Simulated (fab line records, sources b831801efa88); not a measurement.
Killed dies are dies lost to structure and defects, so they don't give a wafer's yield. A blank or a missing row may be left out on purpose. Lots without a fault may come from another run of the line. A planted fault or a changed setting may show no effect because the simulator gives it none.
Which tool did it? | flow sky130 | 12 lots, 36 wafers sampled, at 4 steps of a route of 708

WHAT THE GAUGES READ, wafer by wafer
SKY_CONTACT_CD_MEAS_14: target cd 170 nm. Usual: cd_nm 169.5 nm, standard deviation 1.6.
lot  | measured     | on        | cd_nm (nm)        | flag
L130 | day 31 19:55 | cd_sem-01 | 171.0 170.0 172.5 |
L131 | day 32 01:06 | cd_sem-02 | 170.0 170.3 169.1 |
L134 | day 32 19:28 | cd_sem-02 | 168.0 166.4 167.7 |
L133 | day 32 22:25 | cd_sem-02 | 168.9 170.6 169.5 |
L135 | day 33 16:28 | cd_sem-02 | 169.7 167.9 168.0 |
L136 | day 33 18:37 | cd_sem-02 | 167.4 166.8 167.3 |
L137 | day 34 04:44 | cd_sem-02 | 169.1 171.0 169.1 |
L143 | day 35 23:50 | cd_sem-01 | 170.7 168.7 168.7 |
L147 | day 37 06:00 | cd_sem-01 | 168.9 167.8 168.6 |
L148 | day 37 19:02 | cd_sem-01 | 168.5 168.7 169.4 |
L153 | day 38 23:36 | cd_sem-01 | 171.9 170.5 172.6 |
L152 | day 39 02:52 | cd_sem-01 | 170.3 171.3 170.6 |

SKY_CONTACT_THK_MEAS_26: measures by xrf. Usual: CONTACT_W_THK 346 nm, standard deviation 6.6.
lot  | measured     | on            | CONTACT_W_THK (nm) | flag
L130 | day 31 21:05 | film_metro-01 | 342 344 352        |
L131 | day 32 02:17 | film_metro-01 | 346 342 345        |
L134 | day 32 20:40 | film_metro-02 | 354 352 349        |
L133 | day 32 23:35 | film_metro-02 | 346 350 345        |
L135 | day 33 17:40 | film_metro-02 | 343 345 343        |
L136 | day 33 19:47 | film_metro-02 | 347 340 346        |
L137 | day 34 05:57 | film_metro-01 | 334 337 333        |
L143 | day 36 01:26 | film_metro-01 | 349 346 352        |
L147 | day 37 07:10 | film_metro-02 | 353 352 353        |
L148 | day 37 20:12 | film_metro-02 | 356 354 351        |
L153 | day 39 00:48 | film_metro-01 | 339 344 340        |
L152 | day 39 04:02 | film_metro-01 | 344 344 342        |

SKY_VIA1_CD_MEAS_12: target cd 150 nm. Usual: cd_nm 149.8 nm, standard deviation 1.8.
lot  | measured     | on        | cd_nm (nm)        | flag
L130 | day 34 05:08 | cd_sem-02 | 152.6 151.6 150.7 |
L131 | day 34 09:30 | cd_sem-01 | 149.1 148.4 148.1 |
L134 | day 35 04:08 | cd_sem-02 | 151.7 149.4 148.7 |
L133 | day 35 08:20 | cd_sem-01 | 152.2 151.0 151.9 |
L135 | day 36 00:40 | cd_sem-02 | 147.5 147.7 149.2 |
L136 | day 36 02:24 | cd_sem-02 | 149.8 149.4 152.0 |
L137 | day 36 13:06 | cd_sem-02 | 149.5 151.2 149.3 |
L143 | day 38 06:57 | cd_sem-01 | 149.8 148.9 150.3 |
L147 | day 39 12:38 | cd_sem-02 | 153.3 153.4 152.6 |
L148 | day 40 00:38 | cd_sem-01 | 150.7 149.8 151.1 |
L153 | day 41 04:48 | cd_sem-02 | 151.0 151.7 150.5 |
L152 | day 41 07:54 | cd_sem-02 | 148.5 146.9 147.5 |

WHICH TOOL RAN EACH LOT (tool, then ch and the chambers of the sampled wafers, then the start)
lot  | SKY_METAL1_METAL_ETCH_19
L130 | rie_metal-03 ch 0, day 33 01:03
L131 | rie_metal-02 ch 0,1, day 33 06:08
L134 | rie_metal-02 ch 0,1, day 34 00:18
L133 | rie_metal-03 ch 0,1, day 34 04:23
L135 | rie_metal-02 ch 0,1, day 34 20:59
L136 | rie_metal-04 ch 0,1, day 34 23:17
L137 | rie_metal-03 ch 0, day 35 09:14
L143 | rie_metal-04 ch 0,1, day 37 03:33
L147 | rie_metal-02 ch 1, day 38 10:26
L148 | rie_metal-04 ch 0,1, day 38 22:41
L153 | rie_metal-03 ch 0,1, day 40 02:59
L152 | rie_metal-03 ch 0,1, day 40 05:57
- SKY_METAL1_METAL_ETCH_19: etches the open film in Cl2/BCl3, stops on SiO2, target depth 360 nm, time 78 s.

WHAT THE TOOLS THEMSELVES READ (means of the sampled wafers that have a number; where no wafer has one, the mark that the record gives instead)
SKY_METAL1_METAL_ETCH_19. Usual: bcl3_flow_sccm 30.01 sccm, standard deviation 0.085; drypump_motor_current_A 5.5 A, standard deviation 0.52; oes_product_au 0.854 a.u., standard deviation 0.0055; throttle_valve_pct 22.265 %, standard deviation 0.0097.
lot  | tool         | bcl3_flow_sccm (sccm) | drypump_motor_current_A (A) | oes_product_au (a.u.) | throttle_valve_pct (%) | flag
L130 | rie_metal-03 | 30.12                 | 5.4                         | 0.853                 | 22.262                 |
L131 | rie_metal-02 | 29.98                 | 5.0                         | 0.857                 | 22.281                 |
L134 | rie_metal-02 | 29.92                 | 5.0                         | 0.851                 | 22.272                 |
L133 | rie_metal-03 | 30.06                 | 5.6                         | 0.852                 | 22.258                 |
L135 | rie_metal-02 | 29.93                 | 5.0                         | 0.850                 | 22.265                 |
L136 | rie_metal-04 | 30.01                 | 5.8                         | 0.853                 | 22.270                 |
L137 | rie_metal-03 | 29.93                 | 5.4                         | 0.849                 | 22.258                 |
L143 | rie_metal-04 | 30.08                 | 5.3                         | 0.860                 | 22.264                 |
L147 | rie_metal-02 | 30.11                 | 4.9                         | 0.852                 | 22.275                 |
L148 | rie_metal-04 | 29.98                 | 5.3                         | 0.857                 | 22.270                 |
L153 | rie_metal-03 | 29.92                 | 5.9                         | 0.856                 | 22.262                 |
L152 | rie_metal-03 | 30.06                 | 5.9                         | 0.854                 | 22.263                 |

THE ANSWER, worked out from the rows above alone
Rule: a lot is off if the mean of its wafers that have a number lies more than 3 standard deviations from the usual mean. A lot without any number at a reading at which 4 lots or more have one is off too. The other lots that the step has rows for count as sound. The gauges are gone through in route order, then the tools' own readings, and for those a lot's mean is taken as printed above. The first step at which some lot is off is used, and at that step the reading that is off furthest; a lot without a number counts as furthest.
No lot is off at any reading shown: from this, nothing can be told.

WHAT THE SIMULATOR HAD PUT IN
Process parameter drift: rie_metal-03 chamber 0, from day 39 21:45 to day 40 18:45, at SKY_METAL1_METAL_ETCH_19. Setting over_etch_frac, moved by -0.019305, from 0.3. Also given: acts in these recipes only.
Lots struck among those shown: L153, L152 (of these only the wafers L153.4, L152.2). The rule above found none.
